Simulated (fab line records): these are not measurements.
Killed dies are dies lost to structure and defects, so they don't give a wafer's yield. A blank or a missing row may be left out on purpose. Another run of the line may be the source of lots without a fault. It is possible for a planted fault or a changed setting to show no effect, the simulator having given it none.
Chamber matching	flow sky130	4 sister chambers for SKY_CONTACT_ETCH_17 on rieDiel-02
The step etches SiO2 in C4F8/O2/Ar, stops on Si3N4, target depth 340 nm. 14 wafers are shown with their chamber, then 7 later ones without.

WAFERS, EACH WITH ITS CHAMBER
wafer	chamber	oesProductAu (a.u.)	rfFwdPowerW (W)
L074.1	1	0.892	1496
L074.2	2	0.892	1494
L074.3	3	0.884	1491
L076.1	2	0.900	1484
L076.5	2	0.892	1492
L076.6	3	0.893	1487
L078.2	0	0.896	1494
L078.4	1	0.884	1493
L078.5	1	0.882	1490
L081.1	1	0.891	1496
L081.3	3	0.892	1488
L081.6	3	0.891	1487
L082.2	1	0.895	1497
L082.4	3	0.887	1495

SIGNATURES (means of the wafers above)
reading	chamber 0	chamber 1	chamber 2	chamber 3	scatter within a chamber
oesProductAu	0.89600	0.88880	0.89467	0.88940	0.00472
rfFwdPowerW	1494.00	1494.40	1490.00	1489.60	3.69
Rule: a wafer's distance from a chamber is the root of the sum, over the readings, of the square of ((its reading less the chamber's mean) divided by the reading's scatter). The wafer belongs to the nearest chamber; if the next one is less than 2 further off, it can't be placed. The scatter: take each reading less its chamber's mean, square it, sum over the shown wafers, divide by the number of wafers less the number of chambers, and take the root.

WAFERS MISSING THEIR CHAMBER
wafer	oesProductAu (a.u.)	rfFwdPowerW (W)
L082.5	0.890	1494
L083.1	0.896	1484
L083.2	0.885	1484
L083.5	0.900	1488
L092.3	0.897	1490
L092.4	0.892	1492
L092.6	0.886	1496

EACH ONE'S CHAMBER
wafer	from the rows above	in truth
L082.5	can't be placed: 1 or 3 or 0 or 2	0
L083.1	can't be placed: 2 or 3 or 0 or 1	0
L083.2	can't be placed: 3 or 2 or 1 or 0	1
L083.5	can't be placed: 2 or 0 or 3 or 1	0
L092.3	can't be placed: 2 or 0 or 3 or 1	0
L092.4	can't be placed: 2 or 3 or 1 or 0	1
L092.6	can't be placed: 1 or 3 or 0 or 2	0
Placed correctly: 0 of 7. From these rows, 7 cannot be placed; in 7 the true chamber is one of the candidates. Number placed wrongly: 0.
